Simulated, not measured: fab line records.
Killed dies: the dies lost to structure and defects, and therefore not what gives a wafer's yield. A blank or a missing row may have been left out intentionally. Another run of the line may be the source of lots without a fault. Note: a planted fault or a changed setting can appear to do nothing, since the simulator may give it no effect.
Problem report in the 8D (eight disciplines) form, filled by code    flow sky130    the parts of the form that need people (team, actions taken, sign-off) are left out

== 1. THE ISSUE ==
Wafers without a fault read 14.28 s, standard deviation 0.042; strip_time_to_endpoint_s at SKY_RES_XHIGH_STRIP_08 reads a mean of 6.95 s on 6 wafers belonging to 2 lots. So: -99 or more standard deviations from the usual mean.
The step: strips in O2/N2.
Seen first at day 33 06:20 on plasma_asher-02, wafer L126.1. The record has a number at this step for 36 wafers belonging to 12 lots. By rule, "out" or "out of limits" means more than 4 standard deviations away from the usual mean. Any other wafer with a number is counted as sound.

== 2. WHAT IT IS; WHAT IT IS NOT ==
question                     is                                        is not
which readings at this step  strip_time_to_endpoint_s, oes_product_au  drypump_motor_current_A
which lots                   L126, L128                                L107, L113, L114, L116, L118, L119, L120, L121, L124, L129
which wafers of those lots   all that have a number                    -
read on which tools          plasma_asher-02                           plasma_asher-01, plasma_asher-03
when                         from day 33 06:20                         up to then (27 sound wafers); but 3 sound wafers of L129 came after

== 3. SUSPECTS, AND WHAT RULES EACH OUT ==
Counting: a tool stays on the suspect list if, at a process step up to the reading, it processed all lots that are out and no sound lot following the first of them.
- litho_track-02 at SKY_RES_XHIGH_COAT_02 (resist thk 1140 nm): kept. It processed each lot that is out, first L126 at day 32 16:35, and no sound lot thereafter; up to then, the last sound lot it processed was L120 at day 30 23:13.
- plasma_asher-02 at SKY_RES_XHIGH_STRIP_08 (strips in O2/N2): kept. It processed each lot that is out, first L126 at day 33 06:20, and no sound lot thereafter; up to then, the last sound lot it processed was L120 at day 31 13:11. Its own readings are out on those wafers: oes_product_au, strip_time_to_endpoint_s.
Left after counting: litho_track-02 at SKY_RES_XHIGH_COAT_02, plasma_asher-02 at SKY_RES_XHIGH_STRIP_08.

== 4. THE CAUSE (what the simulator had put in) ==
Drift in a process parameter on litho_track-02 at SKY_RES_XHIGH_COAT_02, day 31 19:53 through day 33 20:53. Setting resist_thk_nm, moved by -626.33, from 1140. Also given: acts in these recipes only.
2 suspects survive the count, and this tool is in that group.

== 5. THE EFFECT CHAIN, in route order ==
Each row: a reading where the mean over the struck wafers with a number is more than 3 standard deviations away from the usual. Readings are gone through only where the record gives a usual standard deviation; hours: the median, over the lots, of the time from a lot's start at the first step in this table giving one to that lot's start at this step; sigmas: the change measured in usual standard deviations.
hours  step                    reading                   usual       on struck wafers  change  sigmas
0      SKY_RES_XHIGH_STRIP_08  oes_product_au            0.711 a.u.  0.516             -0.195  -45
0      SKY_RES_XHIGH_STRIP_08  strip_time_to_endpoint_s  14.28 s     6.95              -7.33   -99 or more
It contains these process steps:
- SKY_RES_XHIGH_STRIP_08: strips in O2/N2.

== 6. HOW IT WOULD HAVE BEEN CAUGHT EARLIER ==
34 hours passed between the start of the fault at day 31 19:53 and the first reading out of limits in this record, taken at day 33 06:20.
Of the tool readings at SKY_RES_XHIGH_COAT_02 for which the record gives a usual standard deviation, none was out on any struck wafer, so an alarm limit of 4 standard deviations on them would not have fired.
Lots out: 2; of these, L128 started SKY_RES_XHIGH_COAT_02 on litho_track-02 after day 33 06:20. Had the tool been put on hold then, it would have been spared.
